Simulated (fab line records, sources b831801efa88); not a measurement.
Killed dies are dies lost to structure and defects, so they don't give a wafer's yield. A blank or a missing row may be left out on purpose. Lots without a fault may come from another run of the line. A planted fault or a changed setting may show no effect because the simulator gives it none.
Problem report in the 8D (eight disciplines) form, filled by code | flow gf180mcu | the parts of the form that need people (team, actions taken, sign-off) are left out

1. THE PROBLEM
cathode_dc_power_W at GF_M2_SPUTTER_03 reads a mean of 3207.2 W on 3 wafers of 2 lots; wafers without a fault read 3000.1 W with a standard deviation of 0.53. That is +99 or more standard deviations from the usual mean.
The step: material Ti, target thk 10 nm, time 6.7 s.
First seen on wafer L163.4, day 22 07:51, on pvd_sputter-04. The record holds 18 wafers of 6 lots with a number at this step. Rule for "out", or "out of limits": more than 4 standard deviations from the usual mean. The other wafers with a number count as sound.

2. WHAT IT IS AND WHAT IT IS NOT
question                    | is                     | is not
which readings at this step | cathode_dc_power_W     | substrate_temp_c, throttle_valve_pct
which lots                  | L163, L167             | L156, L158, L176, L178
which wafers of those lots  | L163.4, L163.5, L167.2 | L163.2, L167.4, L167.5
read on which tools         | pvd_sputter-04         | pvd_sputter-02, pvd_sputter-03
when                        | from day 22 07:51      | up to then (7 sound wafers); but 8 sound wafers of L167, L176, L178 came after

3. SUSPECTS, AND WHAT RULES EACH OUT
Counting: a tool at a process step up to the reading stays a suspect if it ran every lot that is out. Sound lots after the first of them don't rule it out here, since some wafers of a struck lot are sound.
- pvd_sputter-04 at GF_M2_SPUTTER_00 (material Ti, target thk 37.5 nm, time 150 s): kept. It ran every lot that is out, first L163 (day 22 07:41); its last sound lot up to then is L158 (day 20 06:17).
- pvd_sputter-04 at GF_M2_SPUTTER_01 (material TiN, target thk 30 nm, time 25 s): kept. It ran every lot that is out, first L163 (day 22 07:47); its last sound lot up to then is L158 (day 20 06:23).
- pvd_sputter-04 at GF_M2_SPUTTER_02 (material AlCu, target thk 450 nm, time 23.9 s): kept. It ran every lot that is out, first L163 (day 22 07:49); its last sound lot up to then is L158 (day 20 06:25).
- pvd_sputter-04 at GF_M2_SPUTTER_03 (material Ti, target thk 10 nm, time 6.7 s): kept. It ran every lot that is out, first L163 (day 22 07:51); its last sound lot up to then is L158 (day 20 06:26). Its own readings are out on those wafers: cathode_dc_power_W.
Left after counting: pvd_sputter-04 at GF_M2_SPUTTER_00, pvd_sputter-04 at GF_M2_SPUTTER_01, pvd_sputter-04 at GF_M2_SPUTTER_02, pvd_sputter-04 at GF_M2_SPUTTER_03.

4. THE CAUSE (what the simulator had put in)
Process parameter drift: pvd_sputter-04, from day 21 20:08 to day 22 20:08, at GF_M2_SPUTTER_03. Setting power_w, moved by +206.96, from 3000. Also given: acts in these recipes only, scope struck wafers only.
Counting left 4 suspects, and this tool is among them.

5. THE CHAIN OF EFFECTS, in route order
Each row: a reading whose mean over the struck wafers that have a number lies more than 3 standard deviations from the usual. Only readings for which the record gives a usual standard deviation are gone through. hours: the time from each lot's start at the first step in this table that gives one to its start at this step, as a median over the lots. sigmas: the change in usual standard deviations.
hours | step             | reading            | usual    | on struck wafers | change | sigmas
0     | GF_M2_SPUTTER_03 | cathode_dc_power_W | 3000.1 W | 3207.2           | +207.1 | +99 or more
The process steps in it:
- GF_M2_SPUTTER_03: material Ti, target thk 10 nm, time 6.7 s.

6. WHAT WOULD HAVE CAUGHT IT SOONER
In this record the first reading out of limits was taken at day 22 07:51, 12 hours after the fault began at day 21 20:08.
